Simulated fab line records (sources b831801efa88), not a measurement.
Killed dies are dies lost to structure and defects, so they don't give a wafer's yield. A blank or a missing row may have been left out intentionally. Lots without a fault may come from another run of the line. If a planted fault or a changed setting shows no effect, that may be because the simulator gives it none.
Which of the tools did it? :: flow sky130 :: Sampling: 24 lots, 72 wafers, 3 of 708 route steps

WHAT THE GAUGES READ, wafer by wafer
SKY_VIA1_OVL_MEAS_13.
lot: L074
measured: day 34 17:33
on: overlay-02
VIA1_OVL (nm): -9 -4 -6

lot: L076
measured: day 35 01:03
on: overlay-02
VIA1_OVL (nm): 5 0 4

lot: L075
measured: day 35 06:49
on: overlay-01
VIA1_OVL (nm): 4 6 7

lot: L077
measured: day 35 11:29
on: overlay-02
VIA1_OVL (nm): 4 6 0

lot: L078
measured: day 35 20:11
on: overlay-02
VIA1_OVL (nm): 4 7 8

lot: L079
measured: day 35 21:48
on: overlay-02
VIA1_OVL (nm): 0 -1 -12

lot: L080
measured: day 36 03:23
on: overlay-02
VIA1_OVL (nm): 4 -2 2

lot: L081
measured: day 36 18:03
on: overlay-02
VIA1_OVL (nm): 6 -2 4

lot: L083
measured: day 37 02:32
on: overlay-01
VIA1_OVL (nm): -4 -2 -2

lot: L082
measured: day 37 04:08
on: overlay-01
VIA1_OVL (nm): -9 -6 -6

lot: L084
measured: day 37 11:08
on: overlay-01
VIA1_OVL (nm): 7 11 6

lot: L085
measured: day 37 13:07
on: overlay-01
VIA1_OVL (nm): 1 -4 -2

lot: L086
measured: day 38 06:29
on: overlay-02
VIA1_OVL (nm): -3 -1 -1

lot: L087
measured: day 38 17:09
on: overlay-01
VIA1_OVL (nm): 3 1 0

lot: L088
measured: day 38 23:19
on: overlay-02
VIA1_OVL (nm): 3 7 4

lot: L089
measured: day 39 04:10
on: overlay-01
VIA1_OVL (nm): 2 -2 1

lot: L090
measured: day 39 04:52
on: overlay-02
VIA1_OVL (nm): 9 11 5

lot: L091
measured: day 39 15:43
on: overlay-02
VIA1_OVL (nm): 1 1 -7

lot: L092
measured: day 40 01:35
on: overlay-01
VIA1_OVL (nm): -1 2 8

lot: L093
measured: day 40 11:29
on: overlay-01
VIA1_OVL (nm): 3 8 7

lot: L094
measured: day 40 16:59
on: overlay-01
VIA1_OVL (nm): -14 -7 -6

lot: L095
measured: day 40 19:28
on: overlay-01
VIA1_OVL (nm): -2 0 -4

lot: L096
measured: day 41 00:09
on: overlay-02
VIA1_OVL (nm): 4 2 8

lot: L097
measured: day 41 01:35
on: overlay-01
VIA1_OVL (nm): -5 -1 2

SKY_VIA1_THK_MEAS_23: measures by xrf.
lot: L074
measured: day 34 18:32
on: filmMetro-03
VIA1_W_THK (nm): 265.3 264.5 266.4

lot: L076
measured: day 35 02:05
on: filmMetro-01
VIA1_W_THK (nm): 260.3 264.7 264.4

lot: L075
measured: day 35 07:49
on: filmMetro-02
VIA1_W_THK (nm): 264.9 266.9 266.0

lot: L077
measured: day 35 12:29
on: filmMetro-01
VIA1_W_THK (nm): 262.9 260.7 259.3

lot: L078
measured: day 35 21:11
on: filmMetro-02
VIA1_W_THK (nm): 260.1 260.9 265.0

lot: L079
measured: day 35 22:47
on: filmMetro-03
VIA1_W_THK (nm): 262.1 267.7 266.0

lot: L080
measured: day 36 04:23
on: filmMetro-01
VIA1_W_THK (nm): 264.5 260.4 266.8

lot: L081
measured: day 36 19:05
on: filmMetro-03
VIA1_W_THK (nm): 263.2 265.9 260.6

lot: L083
measured: day 37 03:34
on: filmMetro-03
VIA1_W_THK (nm): 261.6 263.4 259.6

lot: L082
measured: day 37 05:07
on: filmMetro-01
VIA1_W_THK (nm): 266.9 268.6 266.6

lot: L084
measured: day 37 12:10
on: filmMetro-02
VIA1_W_THK (nm): 267.1 268.3 268.2

lot: L085
measured: day 37 14:12
on: filmMetro-03
VIA1_W_THK (nm): 264.3 263.5 264.7

lot: L086
measured: day 38 07:30
on: filmMetro-03
VIA1_W_THK (nm): 262.8 267.2 261.4

lot: L087
measured: day 38 18:08
on: filmMetro-02
VIA1_W_THK (nm): 262.1 269.4 268.3

lot: L088
measured: day 39 00:18
on: filmMetro-03
VIA1_W_THK (nm): 266.5 263.1 263.6

lot: L089
measured: day 39 05:10
on: filmMetro-02
VIA1_W_THK (nm): 264.2 269.0 267.8

lot: L090
measured: day 39 05:52
on: filmMetro-02
VIA1_W_THK (nm): 261.2 264.6 268.4

lot: L091
measured: day 39 16:43
on: filmMetro-01
VIA1_W_THK (nm): 263.4 267.2 265.1

lot: L092
measured: day 40 02:35
on: filmMetro-03
VIA1_W_THK (nm): 266.4 264.3 266.0

lot: L093
measured: day 40 12:53
on: filmMetro-03
VIA1_W_THK (nm): 267.0 267.5 265.2

lot: L094
measured: day 40 18:19
on: filmMetro-03
VIA1_W_THK (nm): 264.4 264.7 267.6

lot: L095
measured: day 40 20:28
on: filmMetro-01
VIA1_W_THK (nm): 262.2 263.9 257.8

lot: L096
measured: day 41 01:08
on: filmMetro-01
VIA1_W_THK (nm): 262.8 264.1 261.9

lot: L097
measured: day 41 02:34
on: filmMetro-03
VIA1_W_THK (nm): 268.5 262.5 264.4

WHAT TOOL EACH LOT RAN ON (gives the tool, then ch and the chambers of the sampled wafers, and finally the start)
lot: L074
SKY_VIA1_CVD_21: cvdW-01 ch 0,1, day 34 18:20

lot: L076
SKY_VIA1_CVD_21: cvdW-02 ch 0,1, day 35 01:52

lot: L075
SKY_VIA1_CVD_21: cvdW-01 ch 1, day 35 07:35

lot: L077
SKY_VIA1_CVD_21: cvdW-01 ch 0,1, day 35 12:17

lot: L078
SKY_VIA1_CVD_21: cvdW-02 ch 0,1, day 35 20:59

lot: L079
SKY_VIA1_CVD_21: cvdW-02 ch 0,1, day 35 22:35

lot: L080
SKY_VIA1_CVD_21: cvdW-02 ch 0,1, day 36 04:10

lot: L081
SKY_VIA1_CVD_21: cvdW-01 ch 0,1, day 36 18:52

lot: L083
SKY_VIA1_CVD_21: cvdW-02 ch 0,1, day 37 03:21

lot: L082
SKY_VIA1_CVD_21: cvdW-01 ch 0,1, day 37 04:55

lot: L084
SKY_VIA1_CVD_21: cvdW-01 ch 1, day 37 11:57

lot: L085
SKY_VIA1_CVD_21: cvdW-02 ch 1, day 37 13:55

lot: L086
SKY_VIA1_CVD_21: cvdW-01 ch 0,1, day 38 07:17

lot: L087
SKY_VIA1_CVD_21: cvdW-01 ch 0,1, day 38 17:56

lot: L088
SKY_VIA1_CVD_21: cvdW-01 ch 0,1, day 39 00:05

lot: L089
SKY_VIA1_CVD_21: cvdW-01 ch 0,1, day 39 04:58

lot: L090
SKY_VIA1_CVD_21: cvdW-01 ch 0,1, day 39 05:39

lot: L091
SKY_VIA1_CVD_21: cvdW-01 ch 0,1, day 39 16:31

lot: L092
SKY_VIA1_CVD_21: cvdW-01 ch 0, day 40 02:22

lot: L093
SKY_VIA1_CVD_21: cvdW-01 ch 1, day 40 12:40

lot: L094
SKY_VIA1_CVD_21: cvdW-02 ch 0,1, day 40 18:05

lot: L095
SKY_VIA1_CVD_21: cvdW-02 ch 0,1, day 40 20:15

lot: L096
SKY_VIA1_CVD_21: cvdW-02 ch 0,1, day 41 00:56

lot: L097
SKY_VIA1_CVD_21: cvdW-01 ch 0,1, day 41 02:21
- SKY_VIA1_CVD_21: deposits W, target thk 270 nm, time 80.902 s.

WHAT THE TOOLS THEMSELVES READ (means of the sampled wafers that have a number; where no wafer has one, the mark that the record gives instead)
SKY_VIA1_CVD_21.
lot: L074
tool: cvdW-01
chamberPressureTorr (Torr): 39.95
heaterPowerW (W): 913

lot: L076
tool: cvdW-02
chamberPressureTorr (Torr): 40.02
heaterPowerW (W): 807

lot: L075
tool: cvdW-01
chamberPressureTorr (Torr): 40.01
heaterPowerW (W): 908

lot: L077
tool: cvdW-01
chamberPressureTorr (Torr): 39.97
heaterPowerW (W): 901

lot: L078
tool: cvdW-02
chamberPressureTorr (Torr): 40.01
heaterPowerW (W): 885

lot: L079
tool: cvdW-02
chamberPressureTorr (Torr): 40.04
heaterPowerW (W): 813

lot: L080
tool: cvdW-02
chamberPressureTorr (Torr): 40.00
heaterPowerW (W): 791

lot: L081
tool: cvdW-01
chamberPressureTorr (Torr): 39.96
heaterPowerW (W): 906

lot: L083
tool: cvdW-02
chamberPressureTorr (Torr): 39.97
heaterPowerW (W): 866

lot: L082
tool: cvdW-01
chamberPressureTorr (Torr): 39.87
heaterPowerW (W): 908

lot: L084
tool: cvdW-01
chamberPressureTorr (Torr): 40.00
heaterPowerW (W): 904

lot: L085
tool: cvdW-02
chamberPressureTorr (Torr): 40.08
heaterPowerW (W): 757

lot: L086
tool: cvdW-01
chamberPressureTorr (Torr): 39.97
heaterPowerW (W): 926

lot: L087
tool: cvdW-01
chamberPressureTorr (Torr): 40.02
heaterPowerW (W): 914

lot: L088
tool: cvdW-01
chamberPressureTorr (Torr): 39.97
heaterPowerW (W): 928

lot: L089
tool: cvdW-01
chamberPressureTorr (Torr): 40.03
heaterPowerW (W): 906

lot: L090
tool: cvdW-01
chamberPressureTorr (Torr): 40.07
heaterPowerW (W): 915

lot: L091
tool: cvdW-01
chamberPressureTorr (Torr): 39.98
heaterPowerW (W): 934

lot: L092
tool: cvdW-01
chamberPressureTorr (Torr): 40.16
heaterPowerW (W): 930

lot: L093
tool: cvdW-01
chamberPressureTorr (Torr): 39.94
heaterPowerW (W): 888

lot: L094
tool: cvdW-02
chamberPressureTorr (Torr): 39.94
heaterPowerW (W): 777

lot: L095
tool: cvdW-02
chamberPressureTorr (Torr): 39.91
heaterPowerW (W): 840

lot: L096
tool: cvdW-02
chamberPressureTorr (Torr): 40.07
heaterPowerW (W): 771

lot: L097
tool: cvdW-01
chamberPressureTorr (Torr): 39.89
heaterPowerW (W): 906

THE ANSWER, worked out from the rows above alone
Rule: the usual values come from the lots themselves. Put in order of their means at a reading, lots are off if they are a third of the lots or fewer, leave a main group of 4 or more, and stand apart from it by a gap of 3 or more times the standard deviation of the main group's means; of several such gaps the widest counts. If all means in a main group match to the digits the tables above print for the reading, that group is not used. Also off: a lot with no number at a reading for which 4 or more lots have one. The other lots that the step has rows for count as sound. After the gauges, taken in route order, come the tools' own readings; for these a lot's mean is taken, as printed above. At the first step where some lot is off, the reading lying furthest off is the one used; lots without a number count as furthest.
Nothing can be told from this: no lot is off at any reading shown.

WHAT THE SIMULATOR HAD PUT IN
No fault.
